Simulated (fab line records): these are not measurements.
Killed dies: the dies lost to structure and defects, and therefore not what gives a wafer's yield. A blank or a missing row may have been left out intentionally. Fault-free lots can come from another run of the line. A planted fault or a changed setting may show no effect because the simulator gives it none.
Chamber matching | flow sky130 | rieDiel-03 running SKY_POLY_GATE_ETCH_16: 4 sister chambers
The step etches Si3N4 in CH3F/O2, stops on poly-Si, time 147.5 s, target depth 75 nm. 4 wafers are shown with their chamber, then 7 later ones without.

== WAFERS, EACH WITH ITS CHAMBER ==
wafer  | chamber | chamberPressureMTorr (mTorr)
L550.2 | 1       | 25.009
L550.3 | 3       | 25.036
L552.1 | 2       | 24.993
L552.2 | 0       | 24.969

== WAFERS WITH NO CHAMBER GIVEN ==
wafer  | chamberPressureMTorr (mTorr)
L552.4 | 25.019
L553.3 | 25.017
L553.5 | 24.986
L553.6 | 25.003
L563.2 | 25.013
L563.4 | 25.043
L563.6 | 25.007

== CHAMBER TAKEN BY EACH ==
wafer  | from the rows above     | in truth
L552.4 | can't be placed: 1 or 3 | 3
L553.3 | can't be placed: 1 or 3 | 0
L553.5 | can't be placed: 2 or 0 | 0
L553.6 | can't be placed: 1 or 2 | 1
L563.2 | 1                       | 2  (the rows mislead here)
L563.4 | 3                       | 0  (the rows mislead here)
L563.6 | can't be placed: 1 or 2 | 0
Correct placement for 0 of the 7. These rows do not allow placing 5 (true chamber among the candidates in 3). Number placed wrongly: 2.
How it was worked out, from the rows above alone: a wafer's distance from a chamber is the root of the sum, over the readings, of the square of ((its reading less the chamber's mean) divided by the reading's scatter). If the next closest chamber is less than 2 further off than the closest, the wafer can't be placed; otherwise it belongs to the closest. Each chamber's mean is taken over the wafers shown for it. The scatter: root of mean squared gap, hidden wafer to nearest shown wafer, with one shown wafer a chamber.
